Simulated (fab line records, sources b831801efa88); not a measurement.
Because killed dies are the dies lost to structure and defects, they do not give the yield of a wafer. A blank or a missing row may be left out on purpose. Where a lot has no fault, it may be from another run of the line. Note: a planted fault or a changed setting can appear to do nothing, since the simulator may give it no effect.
fab line records	flow sky130	part 1 of 2: steps 1 to 28 of 40
record lots=5	wafers=15	last-day=49
route steps=708 shown VIA2@527 METAL3@532 CAPM@537
lots that met no fault: taken from a fault-free run of the same line
start-h: the number of hours between the record's first day and the start of the first shown wafer of the lot	wait-h: how many hours have passed since the lot's step before this one	" identical to the entry in the row above	L1.1+2: a row that stands for several wafers	- no value present, or no start provided	* or withheld: withheld	< > ~ a bound
route shown NAME@n: NAME is a module with steps in the file, n the number in the route of the first one	usual: the fault-free wafers' mean and standard deviation	same: alike in all rows	chamber/n: place in a boat	sites: each site's reading	_std_site: the values' standard deviation	_edge_site: mean of outer sites minus mean of inner sites	radius-mm: for every site, how far away it sits from the centre of the wafer	mask NAME#n: copy n	behind: the most recent tool/chamber to have shaped the wafer	hold: why the lot went on hold/how many hours it stayed there/how the hold came to an end	device: the n, p or np transistor that did not switch	end of line: the route-end tests of the same wafers	a step given without rows: its recipe and nothing more	killed: at the first sort, the dies lost to defects and structure; wafer yield is something else	map: per-die view of a wafer (x killed, . not killed, _ where there is no die)
set.NAME: the setting the step ran with; set.NAME@STEP: the setting that earlier step ran with	model.NAME: the simulator's own value behind a step, which no gauge read
lots at selected steps of the route; one table per step, one row per wafer
services: a tool's chamber out of use, with start hour (start-h, from the record's first day; less than 0 if before it), hours out, and reason
## steps
# step SKY_VIA2_SPUTTER_20
# recipe material=TiN	target-thk-nm=20	chamber-pressure-pa=5	power-w=4000	time-s=80
# usual throttle-valve-pct=29.4/0.83
lot.wafer	tool	chamber	start-h	wait-h	throttle-valve-pct
L076.1	pvd-sputter-04	-	869.75	0.0	29.9
L076.2	"	-	"	"	29.0
L076.5	"	-	"	"	27.7
L083.2	pvd-sputter-01	-	915.05	0.0	30.1
L083.3	"	-	"	"	28.7
L083.5	"	-	"	"	29.2
L084.4	pvd-sputter-04	-	924.59	0.0	30.5
L084.5	"	-	"	"	28.2
L084.6	"	-	"	"	29.3
L088.4	pvd-sputter-04	-	949.33	0.0	29.1
L088.5	"	-	"	"	29.3
L088.6	"	-	"	"	28.0
L091.4	pvd-sputter-01	-	970.60	0.0	29.1
L091.5	"	-	"	"	29.2
L091.6	"	-	"	"	30.1
# step SKY_VIA2_CVD_21
# recipe material=W	target-thk-nm=420	time-s=126.4	temp-c=400	pressure-torr=40
# usual heater-power-w=852/93
lot.wafer	tool	chamber	start-h	wait-h	heater-power-w
L076.1	cvd-w-01	0	869.81	0.0	799
L076.2	"	1	"	"	874
L076.5	"	0	"	"	783
L083.2	cvd-w-02	1	915.12	0.0	970
L083.3	"	1	"	"	967
L083.5	"	1	"	"	956
L084.4	cvd-w-02	0	924.69	0.1	743
L084.5	"	0	"	"	732
L084.6	"	1	"	"	986
L088.4	cvd-w-02	1	949.44	0.1	963
L088.5	"	0	"	"	748
L088.6	"	1	"	"	985
L091.4	cvd-w-01	1	970.71	0.1	875
L091.5	"	1	"	"	847
L091.6	"	0	"	"	780
# step SKY_VIA2_RS_MEAS_22
# recipe thk-meas-gauge=four-point-probe	reads=W_of_VIA2_CVD_21+TiN_of_VIA2_SPUTTER_20
# usual VIA2_W_RS=0.273/0.0033
lot.wafer	tool	chamber	start-h	wait-h	VIA2_W_RS[ohm/sq]
L076.1	film-metro-04	-	869.94	0.1	0.267
L076.2	"	-	"	"	0.274
L076.5	"	-	"	"	0.269
L083.2	film-metro-04	-	915.27	0.1	0.269
L083.3	"	-	"	"	0.270
L083.5	"	-	"	"	0.269
L084.4	film-metro-02	-	924.84	0.1	0.275
L084.5	"	-	"	"	0.276
L084.6	"	-	"	"	0.277
L088.4	film-metro-02	-	949.58	0.1	0.270
L088.5	"	-	"	"	0.271
L088.6	"	-	"	"	0.270
L091.4	film-metro-02	-	970.85	0.1	0.277
L091.5	"	-	"	"	0.277
L091.6	"	-	"	"	0.270
# step SKY_VIA2_THK_MEAS_23
# recipe thk-meas-gauge=xrf	reads=W_of_VIA2_CVD_21
# usual VIA2_W_THK=410/7.7
lot.wafer	tool	chamber	start-h	wait-h	VIA2_W_THK[nm]
L076.1	film-metro-04	-	870.06	0.1	426
L076.2	"	-	"	"	414
L076.5	"	-	"	"	422
L083.2	film-metro-04	-	915.38	0.1	420
L083.3	"	-	"	"	419
L083.5	"	-	"	"	418
L084.4	film-metro-02	-	924.93	0.1	393
L084.5	"	-	"	"	395
L084.6	"	-	"	"	394
L088.4	film-metro-02	-	949.67	0.1	414
L088.5	"	-	"	"	413
L088.6	"	-	"	"	412
L091.4	film-metro-02	-	970.94	0.1	402
L091.5	"	-	"	"	399
L091.6	"	-	"	"	410
# step SKY_VIA2_CMP_24
# recipe stop-on=SiO2	t-overpolish-s=20	down-force-psi=3.5	platen-rpm=60	target-thk-nm=0	pad-velocity-m-s=0.94248
# usual head-pressure-psi=3.499/0.0075	motor-current-A=10.2/0.65	overpolish-run-s=19.999/0.0094	slurry-filter-dp-kPa=13.50/0.14	time-to-endpoint-s=100/4
lot.wafer	tool	chamber	start-h	wait-h	head-pressure-psi	motor-current-A	overpolish-run-s	slurry-filter-dp-kPa	time-to-endpoint-s
L076.1	cmp-01	1	870.12	0.1	3.494	11.0	20.008	13.88	101
L076.2	"	2	"	"	3.501	9.9	19.984	13.34	100
L076.5	"	1	"	"	3.496	10.7	19.998	13.44	98
L083.2	cmp-02	2	915.87	0.5	3.499	9.6	20.006	13.43	99
L083.3	"	0	"	"	3.498	9.9	19.997	13.41	103
L083.5	"	2	"	"	3.501	9.4	20.010	13.61	103
L084.4	cmp-02	1	925.11	0.2	3.506	10.3	19.991	13.52	93
L084.6	"	2	"	"	3.499	10.0	20.014	13.43	100
L084.5	"	3	"	"	3.505	9.3	19.997	13.33	98
L088.4	cmp-02	0	949.80	0.1	3.488	9.9	20.005	13.73	106
L088.5	"	2	"	"	3.495	9.9	19.999	13.65	106
L088.6	"	3	"	"	3.515	9.3	19.988	13.47	102
L091.4	cmp-02	1	971.12	0.2	3.515	10.4	19.987	13.47	98
L091.5	"	2	"	"	3.498	9.9	19.994	13.36	100
L091.6	"	3	"	"	3.502	9.3	20.000	13.42	103
# step SKY_METAL3_SPUTTER_00
# recipe material=Ti	target-thk-nm=15	power-w=3000	time-s=10	chamber-pressure-pa=0.4
# usual throttle-valve-pct=29.7/0.77
lot.wafer	tool	chamber	start-h	wait-h	throttle-valve-pct
L076.1	pvd-sputter-01	-	870.42	0.2	29.8
L076.2	"	-	"	"	29.1
L076.5	"	-	"	"	30.0
L083.2	pvd-sputter-02	-	916.17	0.2	31.0
L083.3	"	-	"	"	30.5
L083.5	"	-	"	"	30.1
L084.4	pvd-sputter-01	-	925.26	0.1	30.0
L084.5	"	-	"	"	30.1
L084.6	"	-	"	"	29.0
L088.4	pvd-sputter-04	-	950.00	0.1	30.3
L088.5	"	-	"	"	28.7
L088.6	"	-	"	"	30.3
L091.4	pvd-sputter-01	-	971.27	0.1	30.0
L091.5	"	-	"	"	29.3
L091.6	"	-	"	"	30.1
# step SKY_METAL3_SPUTTER_01
# recipe material=TiN	target-thk-nm=20	power-w=6500	time-s=16.7	chamber-pressure-pa=0.4
# usual throttle-valve-pct=29.7/0.75
lot.wafer	tool	chamber	start-h	wait-h	throttle-valve-pct
L076.1	pvd-sputter-01	-	870.44	0.0	30.1
L076.2	"	-	"	"	29.0
L076.5	"	-	"	"	29.4
L083.2	pvd-sputter-02	-	916.19	0.0	30.9
L083.3	"	-	"	"	30.4
L083.5	"	-	"	"	30.1
L084.4	pvd-sputter-01	-	925.28	0.0	29.7
L084.5	"	-	"	"	30.1
L084.6	"	-	"	"	29.1
L088.4	pvd-sputter-04	-	950.03	0.0	30.4
L088.5	"	-	"	"	29.1
L088.6	"	-	"	"	29.8
L091.4	pvd-sputter-01	-	971.30	0.0	29.8
L091.5	"	-	"	"	29.2
L091.6	"	-	"	"	29.8
# step SKY_METAL3_SPUTTER_02
# recipe material=AlCu	target-thk-nm=735	power-w=10600	time-s=39.1	chamber-pressure-pa=0.4
# usual throttle-valve-pct=29.7/0.76
lot.wafer	tool	chamber	start-h	wait-h	throttle-valve-pct
L076.1	pvd-sputter-01	-	870.47	0.0	29.9
L076.2	"	-	"	"	29.0
L076.5	"	-	"	"	29.7
L083.2	pvd-sputter-02	-	916.22	0.0	30.6
L083.3	"	-	"	"	30.6
L083.5	"	-	"	"	30.0
L084.4	pvd-sputter-01	-	925.31	0.0	29.7
L084.5	"	-	"	"	30.3
L084.6	"	-	"	"	29.2
L088.4	pvd-sputter-04	-	950.05	0.0	30.3
L088.5	"	-	"	"	29.3
L088.6	"	-	"	"	30.2
L091.4	pvd-sputter-01	-	971.32	0.0	30.3
L091.5	"	-	"	"	29.0
L091.6	"	-	"	"	29.9
# step SKY_METAL3_SPUTTER_03
# recipe material=Ti	target-thk-nm=5	power-w=3000	time-s=3.3	chamber-pressure-pa=0.4
# usual throttle-valve-pct=29.7/0.74
lot.wafer	tool	chamber	start-h	wait-h	throttle-valve-pct
L076.1	pvd-sputter-01	-	870.51	0.0	29.8
L076.2	"	-	"	"	29.4
L076.5	"	-	"	"	29.9
L083.2	pvd-sputter-02	-	916.26	0.0	30.8
L083.3	"	-	"	"	30.4
L083.5	"	-	"	"	30.0
L084.4	pvd-sputter-01	-	925.34	0.0	30.0
L084.5	"	-	"	"	30.0
L084.6	"	-	"	"	29.0
L088.4	pvd-sputter-04	-	950.09	0.0	30.2
L088.5	"	-	"	"	28.9
L088.6	"	-	"	"	30.1
L091.4	pvd-sputter-01	-	971.36	0.0	30.3
L091.5	"	-	"	"	29.3
L091.6	"	-	"	"	30.1
# step SKY_METAL3_SPUTTER_04
# recipe material=TiN	target-thk-nm=70	power-w=6500	time-s=58.3	chamber-pressure-pa=0.4
# usual throttle-valve-pct=29.7/0.75
lot.wafer	tool	chamber	start-h	wait-h	throttle-valve-pct
L076.1	pvd-sputter-01	-	870.53	0.0	30.0
L076.2	"	-	"	"	29.2
L076.5	"	-	"	"	30.0
L083.2	pvd-sputter-02	-	916.28	0.0	30.9
L083.3	"	-	"	"	30.7
L083.5	"	-	"	"	30.3
L084.4	pvd-sputter-01	-	925.36	0.0	30.1
L084.5	"	-	"	"	30.0
L084.6	"	-	"	"	29.0
L088.4	pvd-sputter-04	-	950.11	0.0	30.3
L088.5	"	-	"	"	29.2
L088.6	"	-	"	"	29.9
L091.4	pvd-sputter-01	-	971.38	0.0	30.1
L091.5	"	-	"	"	29.2
L091.6	"	-	"	"	30.1
# step SKY_CAPM_CVD_00
# recipe material=SiO2	target-thk-nm=15.5	temp-c=400	time-s=withheld	rf-w=450
# usual heater-power-w=692/72
lot.wafer	tool	chamber	start-h	wait-h	heater-power-w
L076.1	pecvd-01	0	870.58	0.0	698
L076.2	"	1	"	"	758
L076.5	"	2	"	"	602
L083.2	pecvd-04	2	916.33	0.0	705
L083.3	"	1	"	"	668
L083.5	"	0	"	"	757
L084.4	pecvd-02	0	925.42	0.0	708
L084.5	"	2	"	"	728
L084.6	"	1	"	"	661
L088.4	pecvd-02	2	950.17	0.0	772
L088.5	"	1	"	"	618
L088.6	"	0	"	"	661
L091.4	pecvd-02	1	971.44	0.0	689
L091.5	"	0	"	"	747
L091.6	"	2	"	"	625
# step SKY_CAPM_THK_MEAS_01
# recipe reads=SiO2_of_CAPM_CVD_00
# usual CAPM_CVD_00_THK=15.54/0.22
lot.wafer	tool	chamber	start-h	wait-h	CAPM_CVD_00_THK[nm]
L076.1	film-metro-04	-	870.60	-	15.71
L076.2	"	-	"	"	15.64
L076.5	"	-	"	"	15.64
L083.2	film-metro-03	-	916.36	-	15.58
L083.3	"	-	"	"	15.10
L083.5	"	-	"	"	15.36
L084.4	film-metro-02	-	925.46	-	15.60
L084.5	"	-	"	"	15.46
L084.6	"	-	"	"	15.51
L088.4	film-metro-03	-	950.21	-	15.80
L088.5	"	-	"	"	15.46
L088.6	"	-	"	"	15.53
L091.4	film-metro-02	-	971.48	-	15.33
L091.5	"	-	"	"	15.50
L091.6	"	-	"	"	15.75
# step SKY_CAPM_SPUTTER_02
# recipe material=TiN	target-thk-nm=200	temp-c=300	power-w=6500	time-s=166.7	chamber-pressure-pa=0.4
# usual throttle-valve-pct=29.4/0.82
lot.wafer	tool	chamber	start-h	wait-h	throttle-valve-pct
L076.1	pvd-sputter-04	-	870.66	0.1	29.8
L076.2	"	-	"	"	28.0
L076.5	"	-	"	"	30.5
L083.2	pvd-sputter-03	-	916.41	0.0	28.9
L083.3	"	-	"	"	30.6
L083.5	"	-	"	"	29.6
L084.4	pvd-sputter-03	-	925.49	0.0	30.7
L084.5	"	-	"	"	28.9
L084.6	"	-	"	"	29.8
L088.4	pvd-sputter-03	-	950.24	0.0	29.7
L088.5	"	-	"	"	28.7
L088.6	"	-	"	"	28.7
L091.4	pvd-sputter-03	-	971.51	0.0	29.6
L091.5	"	-	"	"	29.0
L091.6	"	-	"	"	28.7
# step SKY_CAPM_RS_MEAS_03
# recipe thk-meas-gauge=four-point-probe	reads=TiN_of_CAPM_SPUTTER_02
# usual CAPM_TIN_RS=6.91/0.062
lot.wafer	tool	chamber	start-h	wait-h	CAPM_TIN_RS[ohm/sq]
L076.1	film-metro-02	-	870.77	0.1	6.87
L076.2	"	-	"	"	6.85
L076.5	"	-	"	"	6.94
L083.2	film-metro-02	-	916.54	0.1	6.87
L083.3	"	-	"	"	6.88
L083.5	"	-	"	"	6.87
L084.4	film-metro-03	-	925.66	0.1	6.96
L084.5	"	-	"	"	6.83
L084.6	"	-	"	"	6.88
L088.4	film-metro-04	-	950.41	0.1	7.04
L088.5	"	-	"	"	6.93
L088.6	"	-	"	"	6.84
L091.4	film-metro-02	-	971.68	0.1	6.86
L091.5	"	-	"	"	6.85
L091.6	"	-	"	"	6.88
# step SKY_CAPM_THK_MEAS_04
# recipe thk-meas-gauge=xrf	reads=TiN_of_CAPM_SPUTTER_02
# usual CAPM_TIN_THK=199.0/1.9
lot.wafer	tool	chamber	start-h	wait-h	CAPM_TIN_THK[nm]
L076.1	film-metro-02	-	870.89	0.1	199.6
L076.2	"	-	"	"	200.2
L076.5	"	-	"	"	197.8
L083.2	film-metro-02	-	916.65	0.1	200.7
L083.3	"	-	"	"	199.4
L083.5	"	-	"	"	199.6
L084.4	film-metro-03	-	925.75	0.1	200.7
L084.5	"	-	"	"	203.3
L084.6	"	-	"	"	200.7
L088.4	film-metro-04	-	950.50	0.1	196.2
L088.5	"	-	"	"	198.2
L088.6	"	-	"	"	199.7
L091.4	film-metro-02	-	971.77	0.1	200.8
L091.5	"	-	"	"	201.3
L091.6	"	-	"	"	200.5
# step SKY_CAPM_DEHYDRATE_05
# recipe temp-c=200	time-s=60
# usual heater-power-total-W=160.36/0.13
lot.wafer	tool	chamber	start-h	wait-h	heater-power-total-W
L076.1	litho-track-04	0	883.09	12.2	160.55
L076.2	"	0	"	"	160.50
L076.5	"	0	"	"	160.47
L083.2	litho-track-03	0	927.65	11.0	160.37
L083.3	"	0	"	"	160.54
L083.5	"	0	"	"	160.49
L084.4	litho-track-03	0	937.80	12.0	160.33
L084.5	"	0	"	"	160.41
L084.6	"	0	"	"	160.55
L088.4	litho-track-02	0	962.60	12.1	160.23
L088.5	"	0	"	"	160.25
L088.6	"	0	"	"	160.30
L091.4	litho-track-02	0	983.40	11.6	160.28
L091.5	"	0	"	"	160.29
L091.6	"	0	"	"	160.52
# step SKY_CAPM_HMDS_06
# recipe prime-time-s=60	prime-temp-c=120
lot.wafer	tool	chamber	start-h	wait-h
L076.1+2+5	litho-track-04	0	883.24	0.1
L083.2+3+5	litho-track-03	0	927.80	0.1
L084.4+5+6	litho-track-03	0	937.95	0.1
L088.4+5+6	litho-track-02	0	962.75	0.1
L091.4+5+6	litho-track-02	0	983.55	0.1
# step SKY_CAPM_COAT_07
# recipe resist=NOVOLAK	spin-rpm=3000	resist-thk-nm=1140
lot.wafer	tool	chamber	start-h	wait-h
L076.1+2+5	litho-track-04	0	883.39	0.1
L083.2+3+5	litho-track-03	0	927.95	0.1
L084.4+5+6	litho-track-03	0	938.10	0.1
L088.4+5+6	litho-track-02	0	962.90	0.1
L091.4+5+6	litho-track-02	0	983.70	0.1
# step SKY_CAPM_SOFTBAKE_08
# recipe temp-c=90	time-s=60	resist=NOVOLAK
# usual heater-power-total-W=56.60/0.047
lot.wafer	tool	chamber	start-h	wait-h	heater-power-total-W
L076.1	litho-track-04	0	883.54	0.1	56.61
L076.2	"	0	"	"	56.61
L076.5	"	0	"	"	56.64
L083.2	litho-track-03	0	928.10	0.1	56.70
L083.3	"	0	"	"	56.62
L083.5	"	0	"	"	56.59
L084.4	litho-track-03	0	938.25	0.1	56.67
L084.5	"	0	"	"	56.60
L084.6	"	0	"	"	56.65
L088.4	litho-track-02	0	963.05	0.1	56.67
L088.5	"	0	"	"	56.65
L088.6	"	0	"	"	56.55
L091.4	litho-track-02	0	983.85	0.1	56.63
L091.5	"	0	"	"	56.59
L091.6	"	0	"	"	56.55
# step SKY_CAPM_EXPOSE_09
# recipe mask-id=CAPM	na=0.6	source-shape=conventional	sigma-outer=0.6	polarization=unpolarized	target-cd-nm=1000	dose-mj=159
# same na=0.6
lot.wafer	tool	chamber	start-h	wait-h	mask
L076.1+2+5	iline-stepper-02	0	-	-	CAPM#0
L083.2+3+5	iline-stepper-02	0	-	-	CAPM#0
L084.4+5+6	iline-stepper-01	0	-	-	CAPM#0
L088.4+5+6	iline-stepper-02	0	-	-	CAPM#0
L091.4+5+6	iline-stepper-02	0	-	-	CAPM#0
# step SKY_CAPM_PEB_10
# recipe temp-c=withheld	time-s=*	resist=NOVOLAK
lot.wafer	tool	chamber	start-h	wait-h
L076.1+2+5	litho-track-04	0	-	-
L083.2+3+5	litho-track-03	0	-	-
L084.4+5+6	litho-track-04	0	-	-
L088.4+5+6	litho-track-03	0	-	-
L091.4+5+6	litho-track-04	0	-	-
# step SKY_CAPM_DEVELOP_11
# recipe resist=NOVOLAK	developer=TMAH	develop-time-s=60	dev-temp-c=23
# same develop-time-s=60
lot.wafer	tool	chamber	start-h	wait-h
L076.1+2+5	litho-track-04	0	895.74	0.1
L083.2+3+5	litho-track-03	0	940.75	0.1
L084.4+5+6	litho-track-04	0	950.36	0.1
L088.4+5+6	litho-track-03	0	974.30	0.1
L091.4+5+6	litho-track-04	0	995.76	0.1
# step SKY_CAPM_OVL_MEAS_12
# usual CAPM_OVL=-0.2/1.5
lot.wafer	tool	chamber	start-h	wait-h	CAPM_OVL[nm]
L076.1	overlay-01	-	895.89	0.1	1.4
L076.2	"	-	"	"	0.1
L076.5	"	-	"	"	0.5
L083.2	overlay-01	-	940.88	0.1	-0.3
L083.3	"	-	"	"	-2.9
L083.5	"	-	"	"	0.6
L084.4	overlay-01	-	950.46	0.1	2.0
L084.5	"	-	"	"	0.6
L084.6	"	-	"	"	1.1
L088.4	overlay-02	-	974.39	0.1	-0.2
L088.5	"	-	"	"	-0.1
L088.6	"	-	"	"	1.5
L091.4	overlay-01	-	995.86	0.1	2.2
L091.5	"	-	"	"	2.7
L091.6	"	-	"	"	0.5
# step SKY_CAPM_METAL_ETCH_13
# recipe target-depth-nm=220	stop-on=SiO2	chemistry=Cl2/BCl3	target=TiN	pressure-mtorr=10	icp-w=900	bias-w=48.5	Cl2_flow_sccm=60	bcl3-flow-sccm=30	time-s=62.9
# usual drypump-motor-current-A=5.8/0.6	oes-product-au=0.942/0.0068	throttle-valve-pct=21.901/0.0082
lot.wafer	tool	chamber	start-h	wait-h	drypump-motor-current-A	oes-product-au	rf-hours-counter-h	throttle-valve-pct
L076.1	rie-metal-01	1	895.92	0.0	6.4	0.955	9	21.903
L076.2	"	0	"	"	5.8	0.951	11	21.884
L076.5	"	1	"	"	6.4	0.940	-	21.909
L083.2	rie-metal-01	1	940.91	0.0	6.4	0.954	11	21.900
L083.3	"	1	"	"	6.4	0.939	-	21.905
L083.5	"	1	"	"	6.4	0.949	-	21.886
L084.4	rie-metal-02	1	950.50	0.0	4.7	0.939	-	21.899
L084.5	"	0	"	"	5.8	0.957	-	21.890
L084.6	"	1	"	"	4.8	0.942	-	21.901
L088.4	rie-metal-04	1	974.44	0.0	5.3	0.929	-	21.910
L088.5	"	1	"	"	5.3	0.943	-	21.896
L088.6	"	0	"	"	6.5	0.955	-	21.904
L091.4	rie-metal-04	1	995.90	0.0	5.3	0.943	-	21.896
L091.5	"	1	"	"	5.3	0.945	-	21.905
L091.6	"	0	"	"	6.5	0.948	-	21.896
# step SKY_CAPM_STRIP_14
# recipe chemistry=O2/N2	power-w=1400	pressure-mtorr=1500	platen-temp-c=withheld	o2-flow-sccm=3000	n2-flow-sccm=300	overash-fraction=0.5
# usual drypump-motor-current-A=5.70/0.26	oes-product-au=0.710/0.0045	strip-time-to-endpoint-s=12.64/0.046
lot.wafer	tool	chamber	start-h	wait-h	drypump-motor-current-A	oes-product-au	rf-hours-counter-h	strip-time-to-endpoint-s
L076.1	plasma-asher-02	0	896.00	0.1	5.76	0.715	15	12.64
L076.2	"	1	"	"	5.33	0.709	15	12.65
L076.5	"	0	"	"	5.77	0.712	-	12.63
L083.2	plasma-asher-02	1	940.99	0.1	5.33	0.713	19	12.73
L083.3	"	1	"	"	5.32	0.711	-	12.65
L083.5	"	0	"	"	5.76	0.707	-	12.69
L084.4	plasma-asher-02	0	950.59	0.1	5.75	0.711	-	12.68
L084.5	"	0	"	"	5.76	0.709	-	12.71
L084.6	"	1	"	"	5.31	0.711	-	12.74
L088.4	plasma-asher-04	0	974.52	0.1	5.73	0.718	-	12.64
L088.5	"	0	"	"	5.69	0.715	-	12.65
L088.6	"	1	"	"	5.83	0.709	-	12.62
L091.4	plasma-asher-04	0	995.99	0.1	5.70	0.714	-	12.68
L091.5	"	1	"	"	5.87	0.717	-	12.68
L091.6	"	0	"	"	5.67	0.709	-	12.58
# step SKY_CAPM_STRIP_15
# recipe chemistry=post-etch-residue-remover	time-s=1200	temp-c=72.5
lot.wafer	tool	chamber	start-h	wait-h
L076.1+2+5	wet-bench-01	3	896.10	0.1
L083.2+3+5	wet-bench-03	3	941.09	0.1
L084.4+5+6	wet-bench-02	1	950.65	0.0
L088.4+5+6	wet-bench-02	1	974.59	0.0
L091.4+5+6	wet-bench-02	0	996.05	0.0
# step SKY_CAPM_CLEAN_16
# recipe chemistry=IPA	time-s=180	temp-c=25
lot.wafer	tool	chamber	start-h	wait-h
L076.1+2+5	wet-bench-03	2	896.44	0.0
L083.2+3+5	wet-bench-01	3	941.46	0.0
L084.4+5+6	wet-bench-03	2	951.03	0.0
L088.4+5+6	wet-bench-03	3	974.96	0.0
L091.4+5+6	wet-bench-03	0	996.80	0.0
# step SKY_CAPM_CLEAN_17
# recipe chemistry=O3/DIW	dry=n2-spin
lot.wafer	tool	chamber	start-h	wait-h
L076.1+2+5	wet-bench-02	2	896.50	0.0
L083.2+3+5	wet-bench-03	1	941.59	0.0
L084.4+5+6	wet-bench-02	3	951.08	0.0
L088.4+5+6	wet-bench-02	0	975.02	0.0
L091.4+5+6	wet-bench-01	0	996.86	0.0
